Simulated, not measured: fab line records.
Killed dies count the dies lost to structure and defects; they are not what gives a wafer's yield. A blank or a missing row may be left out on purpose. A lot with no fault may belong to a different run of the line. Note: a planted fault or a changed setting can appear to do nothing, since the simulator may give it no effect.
A struck lot beside a sound one + flow sky130 + 44 out of 708 route steps
Sound: these wafers, L694.2, L694.5, L694.6. Struck: wafer L705.5 (left out: L705.4, a lot-mate that was not struck); the cause follows at the end.
Order at every step that has rows: each side's tool, ch and its chambers, its first start. Under that, the readings that differ: sound wafers + struck wafers + difference of the means + sigmas: that difference in standard deviations of wafers without a fault.
alike: readings whose means differ by less than 2 such deviations, and words and numbers that are the same on both sides. not compared: withheld readings, readings that some wafer has no value for, bounds like >300 that may hide the same value, and numbers for which the record gives no deviation and whose values overlap.
Wherever a step has rows on one side only, a row that says differs or no value, or a row with sigmas, the two part there. When numbers do not overlap yet have no deviation, they are printed without sigmas and do not part them. A reading that every wafer of one side lacks parts them only if that side has two wafers or more.

first, 4 steps without rows for these wafers: SKY_VIA4_STRIP_14 (strips in post etch residue remover, time 1200 s); SKY_VIA4_CLEAN_15 (cleans in IPA, time 180 s); SKY_VIA4_CLEAN_16 (cleans in O3/DIW); SKY_VIA4_SPUTTER_17 (material TiN, target thk 20 nm, time 80 s).
SKY_VIA4_CVD_18: deposits W, target thk 505 nm, time 152.14 s.
  sound on cvd_w-02 ch 0,1, day 45 00:41; struck on cvd_w-02 ch 0, day 47 21:28
  alike: heater_power_w
SKY_VIA4_RS_MEAS_19: measurement is done with a four-point probe.
  sound: film_metro-01 at day 45 00:51; struck: film_metro-04 at day 47 21:38
| reading            | sound                | struck | difference | sigmas |
|--------------------|----------------------|--------|------------|--------|
| VIA4_W_RS (ohm/sq) | 0.2280 0.2272 0.2252 | 0.2200 | -0.0068    | -3     |
SKY_VIA4_THK_MEAS_20: measures by xrf.
  sound: film_metro-01 at day 45 00:58; struck: film_metro-04 at day 47 21:43
  alike: VIA4_W_THK
SKY_VIA4_CMP_21: polishes, stops on SiO2, t overpolish 25 s, target thk 0 nm.
  sound on cmp-01 ch 1,2,3, day 45 01:07; struck on cmp-01 ch 3, day 47 21:54
  alike: motor_current_A, overpolish_run_s, platen_rpm, time_to_endpoint_s
SKY_METAL5_SPUTTER_00: material Ti, target thk 15 nm, time 10 s.
  sound: pvd_sputter-04 at day 45 01:19; struck: pvd_sputter-01 at day 47 22:06
  alike: throttle_valve_pct
then, 3 steps without rows for these wafers: SKY_METAL5_SPUTTER_01 (material TiN, target thk 20 nm, time 16.7 s); SKY_METAL5_SPUTTER_02 (material AlCu, target thk 1150 nm, time 61.2 s); SKY_METAL5_SPUTTER_03 (material Ti, target thk 5 nm, time 3.3 s).
SKY_METAL5_SPUTTER_04: material TiN, target thk 70 nm, time 58.3 s.
  sound: pvd_sputter-04 at day 45 01:26; struck: pvd_sputter-01 at day 47 22:13
| reading                                    | sound             | struck | difference | sigmas |
|--------------------------------------------|-------------------|--------|------------|--------|
| model.TiN_of_METAL5_SPUTTER_04.thk_nm (nm) | 69.93 69.25 70.49 | 41.45  | -28.44     |        |
  alike: throttle_valve_pct
SKY_METAL5_RS_MEAS_05: measurement is done with a four-point probe.
  sound: film_metro-01 at day 45 01:30; struck: film_metro-03 at day 47 22:20
  alike: METAL5_ALCU_RS
SKY_METAL5_THK_MEAS_06: measures by xrf.
  sound: film_metro-01 at day 45 01:37; struck: film_metro-03 at day 47 22:25
| reading              | sound          | struck | difference | sigmas |
|----------------------|----------------|--------|------------|--------|
| METAL5_ALCU_THK (nm) | 1155 1129 1150 | 1217   | +72        | +6     |
then, 9 steps without rows for these wafers: SKY_METAL5_DEHYDRATE_07 (time 60 s); SKY_METAL5_HMDS_08 (prime time 60 s); SKY_METAL5_COAT_09 (resist thk 1800 nm); SKY_METAL5_SOFTBAKE_10 (time 60 s); SKY_METAL5_EXPOSE_11 (exposes mask MM5, target cd 1600 nm); SKY_METAL5_PEB_12; SKY_METAL5_DEVELOP_13 (develop time 60 s); SKY_METAL5_DESCUM_14 (chemistry O2, time 11 s); SKY_METAL5_METAL_ETCH_15 (etches the open film in Cl2/BCl3, stops on SiO2, target depth 1260 nm, time 252 s).
SKY_METAL5_STRIP_16: strips in O2/N2.
  sound on plasma_asher-04 ch 0,1, day 45 22:35; struck on plasma_asher-04 ch 1, day 48 17:04
  alike: drypump_motor_current_A, oes_product_au, strip_time_to_endpoint_s
  not compared: rf_hours_counter_h
SKY_METAL5_STRIP_17: strips in post etch residue remover, time 1200 s.
  sound on wet_bench-04 ch 0, day 45 22:41; struck on wet_bench-01 ch 1, day 48 17:08
| reading                                    | sound             | struck | difference | sigmas |
|--------------------------------------------|-------------------|--------|------------|--------|
| model.TiN_of_METAL5_SPUTTER_04.thk_nm (nm) | 69.51 68.82 70.06 | 41.03  | -28.43     |        |
then, 2 steps without rows for these wafers: SKY_METAL5_CLEAN_18 (cleans in IPA, time 180 s); SKY_METAL5_CLEAN_19 (cleans in O3/DIW).
SKY_PASSIVATION_CVD_00: deposits SiO2, target thk 90 nm.
  sound on pecvd-02 ch 0,1, day 45 23:11; struck on pecvd-02 ch 2, day 48 17:38
  alike: heater_power_w
SKY_PASSIVATION_THK_MEAS_01:
  sound: film_metro-02 at day 45 23:13; struck: film_metro-01 at day 48 17:40
  alike: PASSIVATION_CVD_00_THK
then, 1 step without rows for these wafers: SKY_PASSIVATION_CVD_02 (deposits Si3N4, target thk 540 nm).
SKY_PASSIVATION_THK_MEAS_03:
  sound: film_metro-01 at day 45 23:37; struck: film_metro-02 at day 48 17:58
  alike: PASSIVATION_CVD_02_THK
then, 7 steps without rows for these wafers: SKY_PASSIVATION_DEHYDRATE_04 (time 60 s); SKY_PASSIVATION_HMDS_05 (prime time 60 s); SKY_PASSIVATION_COAT_06 (resist thk 3000 nm); SKY_PASSIVATION_SOFTBAKE_07; SKY_PASSIVATION_EXPOSE_08 (exposes mask NSM, target cd 3000 nm); SKY_PASSIVATION_PEB_09; SKY_PASSIVATION_DEVELOP_10 (develop time 60 s).
SKY_PASSIVATION_ETCH_11: etches the open film in CF4/O2, stops on AlCu, target depth 725 nm, time 161.1 s.
  sound on rie_diel-02 ch 0,2,3, day 46 20:37; struck on rie_diel-04 ch 0, day 49 11:34
| reading                                 | sound              | struck | difference | sigmas |
|-----------------------------------------|--------------------|--------|------------|--------|
| O2_flow_sccm (sccm)                     | 10.016 9.979 9.996 | 10.063 | +0.066     | +2     |
| oes_product_au (a.u.)                   | 0.981 0.980 0.982  | 0.957  | -0.024     | -4     |
| throttle_valve_pct (%)                  | 5.960 5.957 5.973  | 5.944  | -0.019     | -2     |
| model.PASSIVATION.feature_depth_nm (nm) | 696.3 706.6 711.6  | 678.6  | -26.2      |        |
  alike: drypump_motor_current_A
  not compared: rf_hours_counter_h
then, 2 steps without rows for these wafers: SKY_PASSIVATION_STRIP_12 (strips in O2/N2); SKY_PAD_OPEN_DEHYDRATE_00 (time 60 s).
SKY_PAD_OPEN_ETCH_07: etches the open film in CF4/O2, stops on AlCu, target depth 725 nm, time 161.1 s.
  sound on rie_diel-02 ch 1,3, day 47 17:01; struck on rie_diel-03 ch 2, day 50 04:25
| reading                              | sound             | struck | difference | sigmas |
|--------------------------------------|-------------------|--------|------------|--------|
| oes_product_au (a.u.)                | 0.965 0.972 0.985 | 0.958  | -0.016     | -2     |
| model.PAD_OPEN.feature_depth_nm (nm) | 696.3 706.6 711.6 | 678.6  | -26.2      |        |
  alike: O2_flow_sccm, drypump_motor_current_A, throttle_valve_pct
  not compared: rf_hours_counter_h
SKY_PAD_OPEN_PROBE_99:
  sound: prober-01 at day 47 19:26; struck: prober-02 at day 50 06:58
| reading         | sound | struck | difference | sigmas |
|-----------------|-------|--------|------------|--------|
| killed_at_other | 0 0 0 | 1      | +1         | +2     |
  alike: defect_limited_yield, killed_at_M0_to_M3, killed_at_M4_up, killed_at_contacts, killed_at_front_end, killed_dies, killed_open, killed_short, sort_bin_3_pad_short, sort_bin_5_function, sort_bin_6_memory, sort_n_pass, sort_yield_pct

== WHERE THEY PART ==
First at SKY_VIA4_RS_MEAS_19; last, within this record, at SKY_PAD_OPEN_PROBE_99.

WHY: the cause the simulator had injected
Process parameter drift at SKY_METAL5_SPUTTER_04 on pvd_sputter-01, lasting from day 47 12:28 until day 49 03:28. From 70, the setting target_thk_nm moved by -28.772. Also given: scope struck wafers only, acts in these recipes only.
